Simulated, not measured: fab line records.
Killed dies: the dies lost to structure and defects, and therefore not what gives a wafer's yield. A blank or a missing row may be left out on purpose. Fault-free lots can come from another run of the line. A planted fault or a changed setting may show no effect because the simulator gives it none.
Split-lot study -- flow sky130 -- 5 lots, 23 wafers read, on a route of 708 steps

SPLIT DETAILS
At SKY_POLY_GATE_OXIDATION_20 (stabilise 600 s, purge 300 s, target thk 4 nm), the setting ox-time-s was moved away from the recipe's 899 s on 20 of the 23 wafers read, by -12.1% to +9.8%. For the rest of the wafers, this setting stayed at what the recipe calls for.

Between the split and the reading, the file records no step.

THE READING
At SKY_POLY_GATE_THK_MEAS_21: POLY_GATE_OXIDATION_THK, given in nm. Fault-free wafers of this fab line usually give 3.91 nm, standard deviation 0.077 nm.

wafer,"tool, chamber at the split","ox-time-s as run, s",against the recipe,"POLY_GATE_OXIDATION_THK, nm",against lot-mates on the recipe
L077.1,"furnace-01, 0",899,recipe,4.03,-
L077.4,"furnace-01, 0",899,recipe,3.92,-
L077.6,"furnace-01, 0",899,recipe,3.98,-
L078.1,"-, -",789.8,-12.1%,3.61,no lot-mate on the recipe
L078.2,"-, -",789.8,-12.1%,3.64,no lot-mate on the recipe
L078.4,"-, -",789.8,-12.1%,3.58,no lot-mate on the recipe
L078.5,"-, -",789.8,-12.1%,3.62,no lot-mate on the recipe
L078.6,"-, -",789.8,-12.1%,3.56,no lot-mate on the recipe
L081.1,"-, -",959.3,+6.7%,3.97,no lot-mate on the recipe
L081.2,"-, -",959.3,+6.7%,4.06,no lot-mate on the recipe
L081.3,"-, -",959.3,+6.7%,4.09,no lot-mate on the recipe
L081.4,"-, -",959.3,+6.7%,4.06,no lot-mate on the recipe
L081.5,"-, -",959.3,+6.7%,4.07,no lot-mate on the recipe
L082.2,"-, -",960.2,+6.8%,3.99,no lot-mate on the recipe
L082.3,"-, -",960.2,+6.8%,4.03,no lot-mate on the recipe
L082.4,"-, -",960.2,+6.8%,4.09,no lot-mate on the recipe
L082.5,"-, -",960.2,+6.8%,3.98,no lot-mate on the recipe
L082.6,"-, -",960.2,+6.8%,4.07,no lot-mate on the recipe
L083.1,"-, -",987.2,+9.8%,4.04,no lot-mate on the recipe
L083.3,"-, -",987.2,+9.8%,4.13,no lot-mate on the recipe
L083.4,"-, -",987.2,+9.8%,4.10,no lot-mate on the recipe
L083.5,"-, -",987.2,+9.8%,4.10,no lot-mate on the recipe
L083.6,"-, -",987.2,+9.8%,4.10,no lot-mate on the recipe

FIT RESULTS
A straight line over all 23 wafers: POLY_GATE_OXIDATION_THK changes by +0.0224 nm for each +1% of ox-time-s; r = +0.96; the points scatter about the line by 0.053 nm.
Too few moved wafers have a lot-mate on the recipe to fit a line with each lot's own level taken away.

THE WHOLE CHAIN: every reading that the file lists as answering this split, in the file's order
step,what it does,reading,change (the file's fit),r (the file's)
SKY_POLY_GATE_OXIDATION_20,"stabilise 600 s, purge 300 s, target thk 4 nm","SiO2_of_POLY_GATE_OXIDATION_20.thk-nm (the simulator's own value, which no gauge read)",+0.0212 nm for each +1% of the setting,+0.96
SKY_POLY_GATE_THK_MEAS_21,,POLY_GATE_OXIDATION_THK,+0.0224 for each +1% of the setting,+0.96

FILE'S OWN FIT
POLY_GATE_OXIDATION_THK changes by +0.0224 nm for each +1% of ox-time-s, r = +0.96.
